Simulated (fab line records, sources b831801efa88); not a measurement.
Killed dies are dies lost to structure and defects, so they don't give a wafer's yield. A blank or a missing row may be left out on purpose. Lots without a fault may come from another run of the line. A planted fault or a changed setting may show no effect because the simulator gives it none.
fab line records | flow gf180mcu
[record] lots = 15 | wafers = 45 | last_day = 34
route steps=602 shown M3@410 V3@430
lots that met no fault: from a run of the same line without faults
start_h: start of the lot's first displayed wafer, in hours after the record's first day | wait_h: hours from the lot's prior step to this one | " same as the row above | L1.1+2: several wafers, shown together as one row | - value missing, or start not given | * or withheld: withheld | < > ~ a bound
route shown NAME@n: NAME is a module with steps in the file, n the number in the route of the first one | usual: the fault-free wafers' mean and standard deviation | same: alike in all rows | chamber/n: place in a boat | sites: per-site readings | _std_site: their standard deviation | _edge_site: mean of outer sites minus mean of inner sites | radius_mm: how far each site lies from the wafer's centre | mask NAME#n: copy n | behind: the last tool/chamber to shape the wafer | hold: the reason the lot was held/the length of the hold in hours/how it ended | device: names the non-switching transistor (n, p or np) | end of line: tests run on the same wafers once the route is complete | step lacking rows: just its recipe | killed: at the first sort, the dies lost to defects and structure; wafer yield is something else | map: a wafer's dies, marking killed ones x, the rest . and places with no die _
set.NAME: the setting that was run; set.NAME@STEP: the one run at that earlier step | model.NAME: the simulator's own value behind a step, which no gauge read
route steps across a sampled set of lots; one table per step, one row per wafer
services: when a tool's chamber went out of use (start_h, in hours from the record's first day, below 0 if earlier), for how many hours, and the reason
[[steps]]
[step GF_M3_SPUTTER_01]
[recipe] material = TiN | target_thk_nm = 30 | power_w = 6500 | time_s = 25 | chamber_pressure_pa = 0.4
[usual] cathode_dc_power_W = 6499.8/1.2 | throttle_valve_pct = 30.3/1
lot.wafer | tool           | chamber | start_h | wait_h | cathode_dc_power_W | throttle_valve_pct
L289.2    | pvd_sputter-04 | -       | 465.35  | 0.1    | 6500.3             | 29.9
L289.3    | "              | -       | "       | "      | 6496.7             | 31.7
L289.4    | "              | -       | "       | "      | 6500.5             | 28.0
L290.1    | pvd_sputter-03 | -       | 474.23  | 0.1    | 6500.6             | 30.8
L290.3    | "              | -       | "       | "      | 6500.5             | 31.0
L290.5    | "              | -       | "       | "      | 6501.3             | 30.9
L291.1    | pvd_sputter-04 | -       | 490.09  | 0.1    | 6500.2             | 31.7
L291.4    | "              | -       | "       | "      | 6499.0             | 29.8
L291.5    | "              | -       | "       | "      | 6499.9             | 32.0
L292.3    | pvd_sputter-04 | -       | 498.40  | 0.1    | 6502.8             | 29.9
L292.4    | "              | -       | "       | "      | 6500.7             | 28.5
L292.5    | "              | -       | "       | "      | 6498.9             | 29.9
L293.1    | pvd_sputter-01 | -       | 505.35  | 0.1    | 6499.2             | 29.5
L293.2    | "              | -       | "       | "      | 6501.1             | 29.7
L293.4    | "              | -       | "       | "      | 6500.1             | 30.7
L294.1    | pvd_sputter-04 | -       | 517.40  | 0.1    | 6502.4             | 30.0
L294.4    | "              | -       | "       | "      | 6500.8             | 28.2
L294.5    | "              | -       | "       | "      | 6500.6             | 29.9
L295.1    | pvd_sputter-03 | -       | 526.25  | 0.1    | 6498.9             | 31.1
L295.3    | "              | -       | "       | "      | 6499.8             | 31.7
L295.4    | "              | -       | "       | "      | 6500.1             | 30.5
L297.3    | pvd_sputter-03 | -       | 544.10  | 0.1    | 6502.1             | 31.1
L297.5    | "              | -       | "       | "      | 6499.2             | 30.6
L297.6    | "              | -       | "       | "      | 6498.8             | 30.8
L301.1    | pvd_sputter-03 | -       | 582.93  | 0.1    | 6500.2             | 29.5
L301.2    | "              | -       | "       | "      | 6499.5             | 31.2
L301.3    | "              | -       | "       | "      | 6498.7             | 31.7
L302.3    | pvd_sputter-03 | -       | 587.85  | 0.1    | 6500.8             | 31.2
L302.4    | "              | -       | "       | "      | 6501.3             | 31.5
L302.5    | "              | -       | "       | "      | 6499.7             | 31.9
L303.1    | pvd_sputter-03 | -       | 592.06  | 0.1    | 6499.2             | 31.0
L303.3    | "              | -       | "       | "      | 6500.2             | 30.6
L303.6    | "              | -       | "       | "      | 6500.4             | 31.5
L306.4    | pvd_sputter-04 | -       | 616.76  | 0.1    | 6500.4             | 31.2
L306.5    | "              | -       | "       | "      | 6500.7             | 28.3
L306.6    | "              | -       | "       | "      | 6496.8             | 31.6
L307.2    | pvd_sputter-04 | -       | 621.39  | 0.1    | 6498.4             | 29.6
L307.4    | "              | -       | "       | "      | 6502.2             | 29.8
L307.6    | "              | -       | "       | "      | 6500.0             | 29.7
L310.2    | pvd_sputter-01 | -       | 641.77  | 0.1    | 6499.6             | 29.8
L310.3    | "              | -       | "       | "      | 6499.3             | 29.9
L310.6    | "              | -       | "       | "      | 6501.1             | 29.5
L311.1    | pvd_sputter-03 | -       | 648.52  | 0.1    | 6499.8             | 31.3
L311.5    | "              | -       | "       | "      | 6500.3             | 30.6
L311.6    | "              | -       | "       | "      | 6500.7             | 31.1
[step GF_M3_DEVELOP_13]
[recipe] develop_time_s = 60 | dev_temp_c = 21
[usual] chill_plate_temp_C = 22.97/0.095 | develop_time_s = 60/0
lot.wafer | tool           | chamber | start_h | wait_h | chill_plate_temp_C | develop_time_s
L289.2    | litho_track-04 | 0       | 489.12  | 0.2    | 22.81              | 60
L289.3    | "              | 0       | "       | "      | 22.90              | 60
L289.4    | "              | 0       | "       | "      | 22.90              | 60
L290.1    | litho_track-03 | 0       | 498.11  | 0.2    | 22.83              | 60
L290.3    | "              | 0       | "       | "      | 22.94              | 60
L290.5    | "              | 0       | "       | "      | 22.88              | 60
L291.1    | litho_track-03 | 0       | 513.56  | 0.2    | 22.87              | 60
L291.4    | "              | 0       | "       | "      | 22.97              | 60
L291.5    | "              | 0       | "       | "      | 22.95              | 60
L292.3    | litho_track-04 | 0       | 522.15  | 0.1    | 23.05              | 60
L292.4    | "              | 0       | "       | "      | 22.88              | 60
L292.5    | "              | 0       | "       | "      | 22.99              | 60
L293.1    | litho_track-04 | 0       | 528.00  | 0.2    | 23.09              | 60
L293.2    | "              | 0       | "       | "      | 23.00              | 60
L293.4    | "              | 0       | "       | "      | 22.96              | 60
L294.1    | litho_track-03 | 0       | 539.76  | 0.2    | 22.98              | 60
L294.4    | "              | 0       | "       | "      | 22.88              | 60
L294.5    | "              | 0       | "       | "      | 22.80              | 60
L295.1    | litho_track-03 | 0       | 548.96  | 0.2    | 23.01              | 60
L295.3    | "              | 0       | "       | "      | 23.06              | 60
L295.4    | "              | 0       | "       | "      | 22.98              | 60
L297.3    | litho_track-04 | 0       | 566.55  | 0.1    | 23.06              | 60
L297.5    | "              | 0       | "       | "      | 23.04              | 60
L297.6    | "              | 0       | "       | "      | 23.19              | 60
L301.1    | litho_track-04 | -       | 604.20  | 0.2    | -                  | -
L301.2    | "              | -       | "       | "      | -                  | -
L301.3    | "              | -       | "       | "      | -                  | -
L302.3    | litho_track-03 | -       | 608.21  | 0.1    | -                  | -
L302.4    | "              | -       | "       | "      | -                  | -
L302.5    | "              | -       | "       | "      | -                  | -
L303.1    | litho_track-03 | -       | 613.01  | 0.2    | -                  | -
L303.3    | "              | -       | "       | "      | -                  | -
L303.6    | "              | -       | "       | "      | -                  | -
L306.4    | litho_track-04 | 0       | 636.87  | 0.1    | 22.99              | 60
L306.5    | "              | 0       | "       | "      | 23.11              | 60
L306.6    | "              | 0       | "       | "      | 22.92              | 60
L307.2    | litho_track-03 | 0       | 642.18  | 0.2    | 23.18              | 60
L307.4    | "              | 0       | "       | "      | 22.95              | 60
L307.6    | "              | 0       | "       | "      | 22.98              | 60
L310.2    | litho_track-03 | 0       | 660.83  | 0.2    | 22.83              | 60
L310.3    | "              | 0       | "       | "      | 23.02              | 60
L310.6    | "              | 0       | "       | "      | 23.10              | 60
L311.1    | litho_track-03 | 0       | 668.21  | 0.2    | 22.96              | 60
L311.5    | "              | 0       | "       | "      | 22.97              | 60
L311.6    | "              | 0       | "       | "      | 22.91              | 60
[step GF_M3_METAL_ETCH_16]
[recipe] chemistry = Cl2/BCl3 | mask_material = KrF | target_depth_nm = 750.8 | stop_on = SiO2 | pressure_mtorr = 8 | icp_w = 800 | bias_w = 140 | Cl2_flow_sccm = 80 | bcl3_flow_sccm = 40 | time_s = 125.1
[usual] drypump_motor_current_A = 5.8/0.46 | oes_product_au = 0.990/0.0073 | throttle_valve_pct = 28.230/0.011
lot.wafer | tool         | chamber | start_h | wait_h | drypump_motor_current_A | oes_product_au | rf_hours_counter_h | throttle_valve_pct
L289.2    | rie_metal-02 | 1       | 489.41  | 0.0    | 5.4                     | 0.996          | 8                  | 28.208
L289.3    | "            | 1       | "       | "      | 5.4                     | 1.001          | -                  | 28.223
L289.4    | "            | 0       | "       | "      | 6.4                     | 0.988          | -                  | 28.225
L290.1    | rie_metal-01 | 0       | 498.41  | 0.0    | 5.4                     | 0.990          | 11                 | 28.241
L290.3    | "            | 1       | "       | "      | 6.0                     | 0.987          | -                  | 28.215
L290.5    | "            | 0       | "       | "      | 5.4                     | 0.985          | -                  | 28.251
L291.1    | rie_metal-03 | 1       | 513.86  | 0.0    | 5.1                     | 0.990          | 12                 | 28.240
L291.4    | "            | 1       | "       | "      | 5.1                     | 0.998          | -                  | 28.249
L291.5    | "            | 1       | "       | "      | 5.1                     | 0.994          | -                  | 28.208
L292.3    | rie_metal-03 | 0       | 522.45  | 0.1    | 6.4                     | 0.993          | -                  | 28.222
L292.4    | "            | 1       | "       | "      | 5.1                     | 0.991          | -                  | 28.218
L292.5    | "            | 1       | "       | "      | 5.1                     | 0.994          | -                  | 28.230
L293.1    | rie_metal-02 | 1       | 528.31  | 0.0    | 5.4                     | 0.990          | 10                 | 28.226
L293.2    | "            | 0       | "       | "      | 6.3                     | 0.993          | 13                 | 28.218
L293.4    | "            | 1       | "       | "      | 5.4                     | 1.000          | -                  | 28.224
L294.1    | rie_metal-01 | 0       | 540.06  | 0.0    | 5.4                     | 0.982          | 12                 | 28.240
L294.4    | "            | 0       | "       | "      | 5.4                     | 0.978          | -                  | 28.249
L294.5    | "            | 1       | "       | "      | 6.0                     | 0.990          | -                  | 28.215
L295.1    | rie_metal-03 | 1       | 549.26  | 0.0    | 5.1                     | 0.980          | 0                  | 28.239
L295.3    | "            | 0       | "       | "      | 6.4                     | 0.997          | -                  | 28.228
L295.4    | "            | 1       | "       | "      | 5.1                     | 0.990          | -                  | 28.229
L297.3    | rie_metal-01 | 1       | 566.85  | 0.1    | 6.0                     | 1.000          | -                  | 28.222
L297.5    | "            | 0       | "       | "      | 5.4                     | 0.975          | -                  | 28.240
L297.6    | "            | 1       | "       | "      | 6.0                     | 0.987          | -                  | 28.225
L301.1    | rie_metal-01 | 1       | 604.50  | 0.0    | 6.0                     | 0.994          | 12                 | 28.242
L301.2    | "            | 0       | "       | "      | 5.5                     | 0.992          | 13                 | 28.246
L301.3    | "            | 0       | "       | "      | 5.4                     | 0.990          | -                  | 28.244
L302.3    | rie_metal-02 | 1       | 608.55  | 0.1    | 5.4                     | 0.992          | -                  | 28.221
L302.4    | "            | 1       | "       | "      | 5.5                     | 1.003          | -                  | 28.218
L302.5    | "            | 1       | "       | "      | 5.4                     | 1.000          | -                  | 28.233
L303.1    | rie_metal-03 | 0       | 613.31  | 0.0    | 6.4                     | 0.980          | 3                  | 28.253
L303.3    | "            | 0       | "       | "      | 6.4                     | 0.974          | -                  | 28.231
L303.6    | "            | 0       | "       | "      | 6.4                     | 0.981          | -                  | 28.252
L306.4    | rie_metal-01 | 1       | 637.26  | 0.1    | 6.0                     | 0.991          | -                  | 28.234
L306.5    | "            | 1       | "       | "      | 6.0                     | 1.003          | -                  | 28.222
L306.6    | "            | 1       | "       | "      | 6.0                     | 0.996          | -                  | 28.228
L307.2    | rie_metal-01 | 1       | 642.51  | 0.1    | 6.0                     | 0.991          | -                  | 28.227
L307.4    | "            | 1       | "       | "      | 6.0                     | 0.996          | -                  | 28.233
L307.6    | "            | 1       | "       | "      | 6.0                     | 0.989          | -                  | 28.231
L310.2    | rie_metal-03 | 1       | 661.11  | 0.0    | 5.1                     | 0.988          | 4                  | 28.230
L310.3    | "            | 0       | "       | "      | 6.4                     | 0.983          | -                  | 28.232
L310.6    | "            | 0       | "       | "      | 6.4                     | 0.982          | -                  | 28.233
L311.1    | rie_metal-03 | 1       | 668.51  | 0.0    | 5.1                     | 0.978          | 4                  | 28.248
L311.5    | "            | 0       | "       | "      | 6.3                     | 0.980          | -                  | 28.231
L311.6    | "            | 1       | "       | "      | 5.1                     | 0.983          | -                  | 28.261
[step GF_V3_THK_MEAS_01]
[recipe] reads = SiO2_of_V3_CVD_00
[usual] V3_CVD_00_THK = 601/6
lot.wafer | tool          | chamber | start_h | wait_h | V3_CVD_00_THK[nm]
L289.2    | film_metro-01 | -       | 490.18  | 0.0    | 605
L289.3    | "             | -       | "       | "      | 603
L289.4    | "             | -       | "       | "      | 605
L290.1    | film_metro-04 | -       | 499.19  | 0.0    | 604
L290.3    | "             | -       | "       | "      | 610
L290.5    | "             | -       | "       | "      | 595
L291.1    | film_metro-02 | -       | 514.73  | 0.0    | 599
L291.4    | "             | -       | "       | "      | 594
L291.5    | "             | -       | "       | "      | 599
L292.3    | film_metro-04 | -       | 523.16  | 0.1    | 599
L292.4    | "             | -       | "       | "      | 590
L292.5    | "             | -       | "       | "      | 605
L293.1    | film_metro-02 | -       | 529.04  | 0.0    | 599
L293.2    | "             | -       | "       | "      | 609
L293.4    | "             | -       | "       | "      | 600
L294.1    | film_metro-01 | -       | 540.83  | 0.0    | 598
L294.4    | "             | -       | "       | "      | 614
L294.5    | "             | -       | "       | "      | 606
L295.1    | film_metro-02 | -       | 550.00  | 0.0    | 604
L295.3    | "             | -       | "       | "      | 588
L295.4    | "             | -       | "       | "      | 593
L297.3    | film_metro-02 | -       | 567.56  | 0.1    | 603
L297.5    | "             | -       | "       | "      | 600
L297.6    | "             | -       | "       | "      | 607
L306.4    | film_metro-02 | -       | 638.03  | 0.0    | 601
L306.5    | "             | -       | "       | "      | 604
L306.6    | "             | -       | "       | "      | 604
L307.2    | film_metro-02 | -       | 643.38  | 0.0    | 606
L307.4    | "             | -       | "       | "      | 603
L307.6    | "             | -       | "       | "      | 615
L310.2    | film_metro-04 | -       | 661.86  | 0.0    | 595
L310.3    | "             | -       | "       | "      | 599
L310.6    | "             | -       | "       | "      | 596
L311.1    | film_metro-04 | -       | 669.25  | 0.0    | 590
L311.5    | "             | -       | "       | "      | 593
L311.6    | "             | -       | "       | "      | 600
[[services]]
tool           | chamber | start_h | hours | kind
rie_metal-02   | -       | 454.80  | 1.4   | pm
rie_metal-02   | -       | 466.95  | 2.8   | pm
rie_metal-03   | 0       | 495.83  | -     | clean
rie_metal-03   | 0       | 495.83  | 23.1  | scheduled_down
rie_metal-03   | 0       | 495.83  | 23.1  | vent_cycle
rie_metal-03   | 1       | 522.83  | -     | clean
rie_metal-03   | 1       | 522.83  | 21.2  | scheduled_down
rie_metal-03   | 1       | 522.83  | 21.2  | vent_cycle
rie_metal-03   | 0       | 536.87  | 2.0   | repair
rie_metal-01   | 0       | 577.50  | 16.6  | repair
pvd_sputter-04 | -       | 580.08  | 1.3   | repair
pvd_sputter-03 | -       | 589.10  | 1.5   | repair
rie_metal-02   | 0       | 597.44  | -     | clean
rie_metal-02   | 0       | 597.44  | 21.5  | scheduled_down
rie_metal-02   | 0       | 597.44  | 21.5  | vent_cycle
pvd_sputter-04 | -       | 613.60  | 3.0   | repair
rie_metal-01   | 0       | 629.94  | -     | clean
rie_metal-01   | 0       | 629.94  | 16.2  | scheduled_down
rie_metal-01   | 0       | 629.94  | 16.2  | vent_cycle
[[key]]
[first_sign] step = GF_M3_DEVELOP_13 | reading = tool_record | direction = missing
effect none on later readings
met_at GF_M3_DEVELOP_13
struck_lots L301,L302,L303
later_rows_left_out L301.1,L301.2,L301.3,L302.3,L302.4,L302.5,L303.1,L303.3,L303.6
sort_left_out L301.1,L301.2,L301.3,L302.3,L302.4,L302.5,L303.1,L303.3,L303.6
not_acting_at GF_M3_SPUTTER_01,GF_M3_METAL_ETCH_16,GF_V3_THK_MEAS_01
onset_between 566.55 604.20
[fault] kind = skipped_step_whole | tool = litho_track-03,litho_track-04 | chamber = - | onset_h = 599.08 | steps = GF_M3_DEVELOP_13 | scope = struck_lots_only
// sort_left_out: the simulated sort isn't trusted on such a fault, so these wafers' sort isn't shown, and their yield isn't known
// later_rows_left_out: the simulator's readings of these wafers behind a module that went badly wrong aren't trusted and aren't shown, but for the sort
